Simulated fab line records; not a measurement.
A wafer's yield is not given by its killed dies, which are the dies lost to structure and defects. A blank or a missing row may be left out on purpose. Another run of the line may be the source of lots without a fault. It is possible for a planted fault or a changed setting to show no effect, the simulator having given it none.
Tool commonality check -- flow sky130 -- 48 wafers sampled across 13 lots

## WHY IT WAS OPENED
3 of 13 lots carry a flag on the reading NWELL_TW at SKY_NWELL_TW_MEAS_15. Fault-free wafers read 1835, with a standard deviation of 15.
Rule: a lot is flagged in two cases, either no wafer of it has a number, or all its wafers with numbers fall more than 4 standard deviations from that mean. All remaining lots are regarded as sound.

lot,measured,on,"NWELL_TW, wafer by wafer",flag
L142,day 5 07:27,film-metro-01,1864 1855 1850,
L143,day 5 11:38,film-metro-04,1845 1857 1851,
L145,day 5 21:27,film-metro-04,1841 1837 1839,
L147,day 6 08:12,film-metro-01,1850 1855 1852,
L149,day 7 02:08,film-metro-01,1851 1845 1842,
L152,day 7 16:29,film-metro-04,1824 1824 1820,
L153,day 7 21:49,film-metro-03,1691 1694 1691 1686 1689 1695,FLAGGED
L154,day 8 04:24,film-metro-01,1851 1833 1848,
L155,day 8 09:40,film-metro-03,1818 1825 1827,
L156,day 8 17:10,film-metro-03,1697 1688 1699 1705 1690 1701,FLAGGED
L157,day 8 22:37,film-metro-04,1845 1842 1846,
L158,day 9 03:10,film-metro-03,1820 1809 1812,
L159,day 9 09:44,film-metro-04,1726 1722 1718 1721 1729 1726,FLAGGED
The mean of the flagged lots' numbers is 1704, -131 from the usual (-9 standard deviations).

## LOT BY LOT: THE TOOL USED
The record keeps 1 process step preceding the reading, out of 708 steps on the route. Read each cell as the tool, then ch plus the chambers that the sampled wafers visited, then the start.
lot,flag,SKY_NWELL_IMPLANT_11
L142,,"implanter-02 ch 0, day 5 06:55"
L143,,"implanter-03 ch 0, day 5 11:05"
L145,,"implanter-02 ch 0, day 5 20:54"
L147,,"implanter-02 ch 0, day 6 07:39"
L149,,"implanter-02 ch 0, day 7 01:35"
L152,,"implanter-02 ch 0, day 7 15:56"
L153,FLAGGED,"implanter-02 ch 0, day 7 21:17"
L154,,"implanter-04 ch 0, day 8 03:52"
L155,,"implanter-04 ch 0, day 8 09:07"
L156,FLAGGED,"implanter-02 ch 0, day 8 16:40"
L157,,"implanter-03 ch 0, day 8 22:05"
L158,,"implanter-04 ch 0, day 9 02:39"
L159,FLAGGED,"implanter-02 ch 0, day 9 09:12"
What the steps here do:
- SKY_NWELL_IMPLANT_11
- SKY_NWELL_TW_MEAS_15

## FLAGGED OVER TOTAL, TOOL BY TOOL (the gauges that took the reading come last)
step,tool,lots run,flagged,share of the flagged lots,sound lots run after its first flagged lot
SKY_NWELL_IMPLANT_11,implanter-02,8,3,all,0
SKY_NWELL_IMPLANT_11,implanter-03,2,0,none,-
SKY_NWELL_IMPLANT_11,implanter-04,3,0,none,-
SKY_NWELL_TW_MEAS_15,film-metro-01,4,0,none,-
SKY_NWELL_TW_MEAS_15,film-metro-03,4,2,some,"2 (L155,L158)"
SKY_NWELL_TW_MEAS_15,film-metro-04,5,1,some,0

## THE TABLE: WHAT IT ALLOWS
Rows of the table that ran each flagged lot: 1, that is implanter-02 at SKY_NWELL_IMPLANT_11.
- implanter-02 at SKY_NWELL_IMPLANT_11: 3 of its 8 lots flagged. It ran its last sound lot, L152, at day 7 15:56 and its first flagged lot, L153, at day 7 21:17: a fault with its onset between the two fits.
implanter-02 at SKY_NWELL_IMPLANT_11 is the single tool remaining.

## WHAT THE SIMULATOR HAD PUT IN
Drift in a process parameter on implanter-02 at SKY_NWELL_IMPLANT_11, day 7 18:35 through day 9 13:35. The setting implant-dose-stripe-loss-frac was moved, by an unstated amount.
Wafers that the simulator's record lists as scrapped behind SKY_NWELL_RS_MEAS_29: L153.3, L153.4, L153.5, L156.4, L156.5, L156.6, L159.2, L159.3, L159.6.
Shown lots that were struck: L153, L156, L159. The rule above reached the same finding.
